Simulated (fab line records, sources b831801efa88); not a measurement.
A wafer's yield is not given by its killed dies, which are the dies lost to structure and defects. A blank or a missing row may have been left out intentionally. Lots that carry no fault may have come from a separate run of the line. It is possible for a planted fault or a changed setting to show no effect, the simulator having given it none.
fab line records ; flow gf180mcu
record lots=15; wafers=45; last_day=34
route steps=602 shown VT_IMPLANT@120 CONTACT@291 M1@316
lots with no fault: from the same line, run without faults
start_h: the number of hours between the record's first day and the start of the first shown wafer of the lot ; wait_h: hours from the lot's prior step to this one ; " as in the row above ; L1.1+2: several wafers, shown together as one row ; - value missing, or start not given ; * or withheld: withheld ; < > ~ a bound
route shown NAME@n: a module of which the file shows steps, and the number in the route of the first ; usual: average and standard deviation across the fault-free wafers ; same: alike in all rows ; chamber/n: place in a boat ; sites: per-site readings ; _std_site: standard deviation of those values ; _edge_site: the outer-site mean with the inner-site mean subtracted ; radius_mm: how far each site lies from the wafer's centre ; mask NAME#n: copy n ; behind: the last tool/chamber to shape the wafer ; hold: why the lot was held/for how many hours/how that ended ; device: names the non-switching transistor (n, p or np) ; end of line: the route-end tests of the same wafers ; where a step has no rows: the recipe by itself ; killed: not the wafer's yield, but the dies lost to structure and defects at the first sort ; map: dies across one wafer; x = killed, . = not, _ = none there
set.NAME: the setting the step ran with; set.NAME@STEP: the setting that earlier step ran with ; model.NAME: the simulator's own value behind a step, which no gauge read
one table for each step of the route and one row for each wafer, over a sample of lots
services: from which hour (start_h, from the record's first day; less than 0 if before it) a tool's chamber was out of use, for how many hours, and why
## steps
# step GF_VT_IMPLANT_IMPLANT_30
# recipe species=B; energy_kev=25; dose_cm2=2.534e+12; tilt_deg=7
# usual dose_ions_cm2=2.5339e+12/2.8e+09
# same implant_ion_amu=11
lot.wafer;tool;chamber;start_h;wait_h;dose_ions_cm2
L942.3;implanter-02;0;149.47;0.1;2.5329e+12
L942.5;implanter-02;0;149.47;0.1;2.5271e+12
L942.6;implanter-02;0;149.47;0.1;2.5325e+12
L943.1;implanter-04;0;160.02;0.0;2.5302e+12
L943.2;implanter-04;0;160.02;0.0;2.5346e+12
L943.5;implanter-04;0;160.02;0.0;2.5343e+12
L945.1;implanter-02;0;163.67;0.0;2.5356e+12
L945.4;implanter-02;0;163.67;0.0;2.5374e+12
L945.5;implanter-02;0;163.67;0.0;2.5358e+12
L946.1;implanter-02;0;176.01;0.0;2.5368e+12
L946.4;implanter-02;0;176.01;0.0;2.532e+12
L946.6;implanter-02;0;176.01;0.0;2.5311e+12
L949.3;implanter-04;0;185.07;0.1;2.5325e+12
L949.4;implanter-04;0;185.07;0.1;2.5335e+12
L949.6;implanter-04;0;185.07;0.1;2.5352e+12
L948.3;implanter-04;0;187.32;0.1;2.5373e+12
L948.5;implanter-04;0;187.32;0.1;2.5328e+12
L948.6;implanter-04;0;187.32;0.1;2.5328e+12
L950.3;implanter-02;0;188.70;0.1;2.5332e+12
L950.5;implanter-02;0;188.70;0.1;2.5362e+12
L950.6;implanter-02;0;188.70;0.1;2.5312e+12
L951.3;implanter-02;0;198.07;0.1;2.5295e+12
L951.4;implanter-02;0;198.07;0.1;2.534e+12
L951.5;implanter-02;0;198.07;0.1;2.5357e+12
L952.2;implanter-04;0;204.68;0.0;2.5356e+12
L952.4;implanter-04;0;204.68;0.0;2.5368e+12
L952.6;implanter-04;0;204.68;0.0;2.5341e+12
L953.1;implanter-04;0;209.10;0.0;2.5288e+12
L953.2;implanter-04;0;209.10;0.0;2.5327e+12
L953.4;implanter-04;0;209.10;0.0;2.5319e+12
L954.1;implanter-02;0;219.26;0.0;2.4466e+12
L954.2;implanter-02;0;219.26;0.0;2.4437e+12
L954.4;implanter-02;0;219.26;0.0;2.4428e+12
L955.2;implanter-04;0;224.19;0.0;2.5341e+12
L955.3;implanter-04;0;224.19;0.0;2.5368e+12
L955.6;implanter-04;0;224.19;0.0;2.5304e+12
L956.1;implanter-02;0;233.70;0.0;2.4401e+12
L956.2;implanter-02;0;233.70;0.0;2.4378e+12
L956.4;implanter-02;0;233.70;0.0;2.4388e+12
L957.1;implanter-02;0;238.50;0.0;2.4407e+12
L957.4;implanter-02;0;238.50;0.0;2.4438e+12
L957.5;implanter-02;0;238.50;0.0;2.4424e+12
L964.1;implanter-01;0;283.15;0.0;2.5385e+12
L964.2;implanter-01;0;283.15;0.0;2.5386e+12
L964.4;implanter-01;0;283.15;0.0;2.539e+12
# step GF_CONTACT_CMP_04
# recipe material=SiO2; down_force_psi=4; platen_rpm=60; pad_velocity_m_s=0.94248
# usual head_pressure_psi=4.000/0.0085; motor_current_A=13.4/2.2; time_to_endpoint_s=113/7.6
lot.wafer;tool;chamber;start_h;wait_h;head_pressure_psi;motor_current_A;time_to_endpoint_s
L942.3;cmp-01;0;349.12;0.0;4.000;11.7;102
L942.5;cmp-01;0;349.12;0.0;3.994;12.3;107
L942.6;cmp-01;1;349.12;0.0;3.993;12.4;119
L945.4;cmp-01;3;362.87;0.1;3.990;13.1;106
L945.1;cmp-01;0;362.87;0.1;3.989;11.8;105
L945.5;cmp-01;2;362.87;0.1;3.995;12.0;110
L943.1;cmp-02;2;364.37;0.1;3.984;16.2;111
L943.2;cmp-02;0;364.37;0.1;3.996;15.1;111
L943.5;cmp-02;2;364.37;0.1;3.990;16.6;122
L946.4;cmp-02;3;380.72;0.0;4.003;15.0;115
L946.1;cmp-02;1;380.72;0.0;4.001;9.3;111
L946.6;cmp-02;0;380.72;0.0;4.005;14.0;125
L950.3;cmp-02;2;398.58;0.0;4.008;15.9;108
L950.6;cmp-02;2;398.58;0.0;3.991;16.1;128
L950.5;cmp-02;3;398.58;0.0;3.993;15.3;112
L948.3;cmp-01;2;399.95;0.0;4.004;13.1;108
L948.6;cmp-01;2;399.95;0.0;3.996;13.4;110
L948.5;cmp-01;3;399.95;0.0;3.999;12.6;112
L949.4;cmp-01;3;400.46;0.1;4.002;12.7;105
L949.3;cmp-01;0;400.46;0.1;4.001;11.6;105
L949.6;cmp-01;1;400.46;0.1;3.984;12.4;128
L951.3;cmp-02;3;417.72;0.1;3.989;15.1;109
L951.4;cmp-02;0;417.72;0.1;4.001;14.3;122
L951.5;cmp-02;1;417.72;0.1;3.985;9.4;111
L952.2;cmp-02;1;431.78;0.1;4.003;9.3;115
L952.4;cmp-02;2;431.78;0.1;3.989;16.2;125
L952.6;cmp-02;3;431.78;0.1;4.011;14.7;117
L953.4;cmp-01;3;431.99;0.0;3.985;12.7;113
L953.1;cmp-01;1;431.99;0.0;4.023;12.5;114
L953.2;cmp-01;2;431.99;0.0;3.994;12.7;103
L954.2;cmp-01;3;447.89;0.0;3.998;12.8;97
L954.1;cmp-01;0;447.89;0.0;3.998;11.9;104
L954.4;cmp-01;2;447.89;0.0;3.986;12.5;102
L955.2;cmp-01;2;460.53;0.0;4.001;12.2;106
L955.3;cmp-01;3;460.53;0.0;4.005;13.6;105
L955.6;cmp-01;2;460.53;0.0;3.995;12.1;109
L956.1;cmp-02;1;469.97;0.1;4.018;9.4;114
L956.2;cmp-02;3;469.97;0.1;3.993;14.9;111
L956.4;cmp-02;0;469.97;0.1;4.002;14.3;128
L957.4;cmp-02;2;472.77;0.0;4.019;15.9;118
L957.1;cmp-02;1;472.77;0.0;3.996;9.3;111
L957.5;cmp-02;3;472.77;0.0;4.004;15.1;115
L964.2;cmp-02;0;525.92;0.0;4.008;14.1;116
L964.4;cmp-02;2;525.92;0.0;3.987;15.9;113
L964.1;cmp-02;3;525.92;0.0;4.000;15.5;105
# step GF_CONTACT_OVL_MEAS_15
# usual CONTACT_OVL=-2/5.6
lot.wafer;tool;chamber;start_h;wait_h;CONTACT_OVL[nm]
L942.3;overlay-02;-;371.01;0.1;2
L942.5;overlay-02;-;371.01;0.1;1
L942.6;overlay-02;-;371.01;0.1;2
L945.1;overlay-02;-;385.30;0.1;2
L945.4;overlay-02;-;385.30;0.1;4
L945.5;overlay-02;-;385.30;0.1;-4
L943.1;overlay-01;-;387.44;0.1;4
L943.2;overlay-01;-;387.44;0.1;3
L943.5;overlay-01;-;387.44;0.1;5
L946.1;overlay-02;-;404.48;0.1;-7
L946.4;overlay-02;-;404.48;0.1;-9
L946.6;overlay-02;-;404.48;0.1;-7
L950.3;overlay-01;-;422.35;0.1;3
L950.5;overlay-01;-;422.35;0.1;4
L950.6;overlay-01;-;422.35;0.1;-7
L948.3;overlay-02;-;424.74;0.1;0
L948.5;overlay-02;-;424.74;0.1;1
L948.6;overlay-02;-;424.74;0.1;-2
L949.3;overlay-01;-;425.84;0.1;-7
L949.4;overlay-01;-;425.84;0.1;-3
L949.6;overlay-01;-;425.84;0.1;-4
L951.3;overlay-01;-;441.96;0.1;7
L951.4;overlay-01;-;441.96;0.1;2
L951.5;overlay-01;-;441.96;0.1;7
L952.2;overlay-01;-;456.30;0.1;-7
L952.4;overlay-01;-;456.30;0.1;-6
L952.6;overlay-01;-;456.30;0.1;-6
L953.1;overlay-02;-;456.55;0.1;3
L953.2;overlay-02;-;456.55;0.1;-2
L953.4;overlay-02;-;456.55;0.1;-1
L954.1;overlay-02;-;472.43;0.1;9
L954.2;overlay-02;-;472.43;0.1;-1
L954.4;overlay-02;-;472.43;0.1;0
L955.2;overlay-01;-;484.69;0.1;-7
L955.3;overlay-01;-;484.69;0.1;-8
L955.6;overlay-01;-;484.69;0.1;-9
L956.1;overlay-01;-;494.23;0.1;2
L956.2;overlay-01;-;494.23;0.1;3
L956.4;overlay-01;-;494.23;0.1;0
L957.1;overlay-01;-;496.04;0.1;-5
L957.4;overlay-01;-;496.04;0.1;-3
L957.5;overlay-01;-;496.04;0.1;-2
L964.1;overlay-01;-;548.75;0.1;2
L964.2;overlay-01;-;548.75;0.1;-5
L964.4;overlay-01;-;548.75;0.1;-4
# step GF_M1_SPUTTER_01
# recipe material=TiN; target_thk_nm=30; power_w=6500; time_s=25; chamber_pressure_pa=0.4
# usual throttle_valve_pct=30.3/1.1
lot.wafer;tool;chamber;start_h;wait_h;throttle_valve_pct
L942.3;pvd_sputter-03;-;372.28;0.1;31.0
L942.5;pvd_sputter-03;-;372.28;0.1;31.5
L942.6;pvd_sputter-03;-;372.28;0.1;30.8
L945.1;pvd_sputter-01;-;386.61;0.1;30.6
L945.4;pvd_sputter-01;-;386.61;0.1;31.1
L945.5;pvd_sputter-01;-;386.61;0.1;31.0
L943.1;pvd_sputter-03;-;388.72;0.1;31.7
L943.2;pvd_sputter-03;-;388.72;0.1;30.9
L943.5;pvd_sputter-03;-;388.72;0.1;30.1
L946.1;pvd_sputter-03;-;405.77;0.1;31.1
L946.4;pvd_sputter-03;-;405.77;0.1;30.2
L946.6;pvd_sputter-03;-;405.77;0.1;30.4
L950.3;pvd_sputter-03;-;423.65;0.1;30.7
L950.5;pvd_sputter-03;-;423.65;0.1;30.8
L950.6;pvd_sputter-03;-;423.65;0.1;30.5
L948.3;pvd_sputter-01;-;426.02;0.1;28.6
L948.5;pvd_sputter-01;-;426.02;0.1;30.5
L948.6;pvd_sputter-01;-;426.02;0.1;31.3
L949.3;pvd_sputter-01;-;427.13;0.1;28.5
L949.4;pvd_sputter-01;-;427.13;0.1;30.5
L949.6;pvd_sputter-01;-;427.13;0.1;30.9
L951.3;pvd_sputter-03;-;443.22;0.1;31.0
L951.4;pvd_sputter-03;-;443.22;0.1;30.3
L951.5;pvd_sputter-03;-;443.22;0.1;31.7
L952.2;pvd_sputter-04;-;457.58;0.1;27.7
L952.4;pvd_sputter-04;-;457.58;0.1;30.7
L952.6;pvd_sputter-04;-;457.58;0.1;27.7
L953.1;pvd_sputter-03;-;457.83;0.1;30.9
L953.2;pvd_sputter-03;-;457.83;0.1;30.7
L953.4;pvd_sputter-03;-;457.83;0.1;31.8
L954.1;pvd_sputter-04;-;473.71;0.1;27.6
L954.2;pvd_sputter-04;-;473.71;0.1;30.0
L954.4;pvd_sputter-04;-;473.71;0.1;28.5
L955.2;pvd_sputter-04;-;486.15;0.1;30.4
L955.3;pvd_sputter-04;-;486.15;0.1;30.6
L955.6;pvd_sputter-04;-;486.15;0.1;27.5
L956.1;pvd_sputter-01;-;495.63;0.1;30.6
L956.2;pvd_sputter-01;-;495.63;0.1;31.3
L956.4;pvd_sputter-01;-;495.63;0.1;28.7
L957.1;pvd_sputter-01;-;497.41;0.1;31.1
L957.4;pvd_sputter-01;-;497.41;0.1;28.5
L957.5;pvd_sputter-01;-;497.41;0.1;30.6
L964.1;pvd_sputter-01;-;550.11;0.1;31.1
L964.2;pvd_sputter-01;-;550.11;0.1;30.5
L964.4;pvd_sputter-01;-;550.11;0.1;30.9
## services
tool;chamber;start_h;hours;kind
cmp-02;-;134.84;4.3;repair
implanter-04;-;148.07;9.4;repair
pvd_sputter-01;-;184.73;3.8;repair
cmp-01;-;187.09;5.0;pm
pvd_sputter-01;-;211.29;9.9;repair
cmp-02;-;214.08;5.8;pm
cmp-01;-;220.66;8.2;pm
cmp-01;-;229.82;2.5;repair
cmp-01;-;231.15;1.2;repair
cmp-01;-;232.38;4.0;pm
cmp-01;-;237.58;5.9;repair
cmp-01;-;277.74;6.8;repair
cmp-01;-;292.92;0.6;repair
cmp-02;-;334.65;0.9;repair
pvd_sputter-03;-;357.23;6.4;repair
implanter-02;-;359.56;3.8;repair
cmp-02;-;386.00;0.2;repair
cmp-02;-;404.13;4.0;pm
cmp-01;-;416.68;3.9;repair
cmp-02;-;449.18;0.3;repair
cmp-01;-;462.61;0.8;repair
cmp-01;-;477.09;0.8;repair
cmp-02;-;520.15;0.4;repair
cmp-02;-;533.81;1.7;repair
## key
first_sign step=GF_VT_IMPLANT_IMPLANT_30; reading=dose_ions_cm2; direction=down; sigmas=33; usual=2.5339e+12; struck=2.4418e+12
effect none on later readings
met_at GF_VT_IMPLANT_IMPLANT_30
struck_lots L954,L956,L957
tester_left_out L954,L956,L957
not_acting_at GF_CONTACT_CMP_04,GF_CONTACT_OVL_MEAS_15,GF_M1_SPUTTER_01
onset_between 198.07 219.26
fault kind=process_parameter_drift; tool=implanter-02; chamber=-; onset_h=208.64; steps=GF_VT_IMPLANT_IMPLANT_30; channel=dose_cm2; offset=-9.1719e+10; shape=step; end_h=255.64; acts_in=these_recipes_only; stated=2.534e+12
# tester_left_out: of these lots the tester's yield and bins aren't shown, on N5 and GAA mostly nor the transistor test; their killed dies are dies lost to structure and defects alone, not to doping, threshold or leakage, so they don't give the yield
